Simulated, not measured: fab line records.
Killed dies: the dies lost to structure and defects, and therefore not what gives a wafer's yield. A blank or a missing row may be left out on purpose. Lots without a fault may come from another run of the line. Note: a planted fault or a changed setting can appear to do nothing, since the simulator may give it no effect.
Problem report in the 8D (eight disciplines) form, filled by code    flow gf180mcu    the parts of the form that need people (team, actions taken, sign-off) are left out

## 1. PROBLEM STATEMENT
Wafers without a fault read 0.943 a.u., standard deviation 0.0068; oes product au at GF_MIM_METAL_ETCH_19 reads a mean of 1.006 a.u. on 5 wafers belonging to 3 lots. That puts it +9.3 standard deviations away from the usual mean.
The step: etches the open film in Cl2/BCl3, stops on Si3N4, target depth 324.5 nm, time 54.1 s.
First seen on wafer L767.5, day 30 17:23, on rie metal-01. Wafers with a number at this step in the record: 19, from 7 lots. The rule behind "out" and "out of limits": a value lying over 4 standard deviations away from the usual mean. The other wafers with a number count as sound.

## 2. WHAT IT IS, AND WHAT IT ISN'T
question                     is                                      is not
which readings at this step  oes product au, run length s            drypump motor current A
which lots                   L767, L768, L769                        L759, L760, L771, L772
which wafers of those lots   L767.5, L767.6, L768.5, L768.6, L769.5  L767.1, L769.4
read on which tools          rie metal-01                            rie metal-02, rie metal-03
when                         from day 30 17:23                       up to then (7 sound wafers); but 7 sound wafers of L769, L771, L772 came after

## 3. WHAT RULES OUT EACH SUSPECT
Counting: a tool at a process step up to the reading stays a suspect if it ran every lot that is out. Sound lots after the first of them don't rule it out here, since some wafers of a struck lot are sound.
- rie metal-01 at GF_MIM_METAL_ETCH_19 (etches the open film in Cl2/BCl3, stops on Si3N4, target depth 324.5 nm, time 54.1 s): kept. It processed each lot that is out (first: L767, day 30 17:23); up to then, its last sound lot is L760 (day 28 20:44). On those wafers its own readings are out: oes product au, run length s.
After counting, what remains is rie metal-01 at GF_MIM_METAL_ETCH_19.

## 4. THE CAUSE (what the simulator had put in)
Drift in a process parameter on rie metal-01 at GF_MIM_METAL_ETCH_19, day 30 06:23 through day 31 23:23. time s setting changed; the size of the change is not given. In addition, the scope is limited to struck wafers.
This tool alone remained once counting was done.

## 5. THE EFFECT CHAIN, in route order
Rows list readings where the struck wafers' mean (over those with a number) sits beyond 3 standard deviations from the usual. Only readings whose record carries a usual standard deviation are examined. hours: median over the lots of the time between each lot's start at the first step of this table that gives one and its start at this step. sigmas: the change, counted in usual standard deviations.
hours  step                     reading               usual       on struck wafers  change  sigmas
0      GF_MIM_METAL_ETCH_19     oes product au        0.943 a.u.  1.006             +0.063  +9.3
0      GF_MIM_METAL_ETCH_19     run length s          82.4 s      78.4              -4.0    -5.7
0      GF_MIM_METAL_ETCH_19     throttle valve pct    28.281 %    28.219            -0.062  -5.6
72     GF_PASSIVATION_PROBE_99  defect limited yield  90.5 %      82.7              -7.8    -6.0
72     GF_PASSIVATION_PROBE_99  killed at other       0.1         36.6              +36.5   +99 or more
72     GF_PASSIVATION_PROBE_99  killed dies           47          85                +38     +6.0
72     GF_PASSIVATION_PROBE_99  killed on rim         9.4         24.2              +14.8   +4.9
72     GF_PASSIVATION_PROBE_99  sort_bin_3_pad_short  0.5 %       7.9               +7.4    +25
72     GF_PASSIVATION_PROBE_99  sort n pass           445         407               -38     -6.0
72     GF_PASSIVATION_PROBE_99  sort yield pct        90.5 %      82.7              -7.8    -6.0
Here are the process steps it includes:
- GF_MIM_METAL_ETCH_19: etches the open film in Cl2/BCl3, stops on Si3N4, target depth 324.5 nm, time 54.1 s.
- GF_PASSIVATION_PROBE_99

## 6. HOW IT WOULD HAVE BEEN CAUGHT EARLIER
11 hours passed between the start of the fault at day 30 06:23 and the first reading out of limits in this record, taken at day 30 17:23.
